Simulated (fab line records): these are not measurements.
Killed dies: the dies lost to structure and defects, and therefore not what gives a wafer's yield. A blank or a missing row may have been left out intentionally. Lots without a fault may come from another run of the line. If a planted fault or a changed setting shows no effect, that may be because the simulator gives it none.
Struck lot and sound lot, side by side || flow gf180mcu || 14 steps out of a route of 602
Sound: the wafers L810.3, L810.4, L810.5. Struck: wafers L819.2, L819.3, L819.4. Last of all comes the cause.
Order at every step that has rows: each side's tool, ch and its chambers, its first start. Under that, the readings that differ: sound wafers || struck wafers || difference of the means || sigmas: that difference in standard deviations of wafers without a fault.
alike: words and numbers the same on both sides, and readings whose means are apart by under 2 such deviations; not compared: readings that were withheld, readings missing a value for some wafer, numbers with overlapping values and no deviation given by the record, and bounds like >300 which may hide the same value.
A row with sigmas, a row that says differs or no value, or rows on one side alone: a step with any of these is where the two part. Numbers that don't overlap but have no deviation are shown without sigmas and don't part them. A reading that every wafer of one side lacks parts them only if that side has two wafers or more.

first, 5 steps without rows for these wafers: GF_V3_STRIP_18 (strips in O2/N2); GF_V3_STRIP_19 (strips in post etch residue remover, time 1200 s); GF_V3_CLEAN_20 (cleans in DIW); GF_V3_SPUTTER_21 (material Ti, target thk 15 nm, time 80.02 s); GF_V3_SPUTTER_22 (material TiN, target thk 10 nm, time 40 s).
GF_V3_CVD_23: deposits W, target thk 350 nm, time 104.9 s.
  sound on cvd-w-02 ch 0,1, day 22 07:10; struck on cvd-w-01 ch 0,1, day 25 11:12
  alike: heater-power-w
GF_V3_RS_MEAS_24: measures by four-point-probe.
  struck on film-metro-04, day 25 11:20; sound on film-metro-04, day 22 07:17
  alike: V3_W_RS
GF_V3_THK_MEAS_25: measures by xrf.
  struck on film-metro-04, day 25 11:26; sound on film-metro-04, day 22 07:23
  alike: V3_W_THK
GF_V3_CMP_26: polishes, stops on SiO2, t overpolish 15 s, target thk 0 nm.
  sound on cmp-02 ch 0,1,3, day 22 07:28; struck on cmp-01 ch 0,2,3, day 25 11:29
  alike: motor-current-A, overpolish-run-s, time-to-endpoint-s
GF_M4_SPUTTER_00: material Ti, target thk 37.5 nm, time 150 s.
  struck on pvd-sputter-02, day 25 11:47; sound on pvd-sputter-02, day 22 07:43
  alike: cathode-dc-power-W, chamber-pressure-pa, substrate-temp-c, throttle-valve-pct
GF_M4_SPUTTER_01: material TiN, target thk 30 nm, time 25 s.
  struck on pvd-sputter-02, day 25 11:53; sound on pvd-sputter-02, day 22 07:49
  alike: cathode-dc-power-W, chamber-pressure-pa, throttle-valve-pct
GF_M4_SPUTTER_02: material AlCu, target thk 450 nm, time 23.9 s.
  struck on pvd-sputter-02, day 25 11:55; sound on pvd-sputter-02, day 22 07:51
  alike: cathode-dc-power-W, chamber-pressure-pa, throttle-valve-pct
GF_M4_SPUTTER_03: material Ti, target thk 10 nm, time 6.7 s.
  struck on pvd-sputter-02, day 25 11:57; sound on pvd-sputter-02, day 22 07:53
  no value came back on the struck wafers for cathode-dc-power-W (W), chamber-pressure-pa (Pa), substrate-temp-c (C), throttle-valve-pct (%); on the sound wafers cathode-dc-power-W (W) reads 2999.7 2999.9 2999.7
then, 1 step without rows for these wafers: GF_M4_SPUTTER_04 (material TiN, target thk 50 nm, time 41.7 s).

WHERE THEY PART
GF_M4_SPUTTER_03 only, going by this record.

WHY: what the simulator had put in
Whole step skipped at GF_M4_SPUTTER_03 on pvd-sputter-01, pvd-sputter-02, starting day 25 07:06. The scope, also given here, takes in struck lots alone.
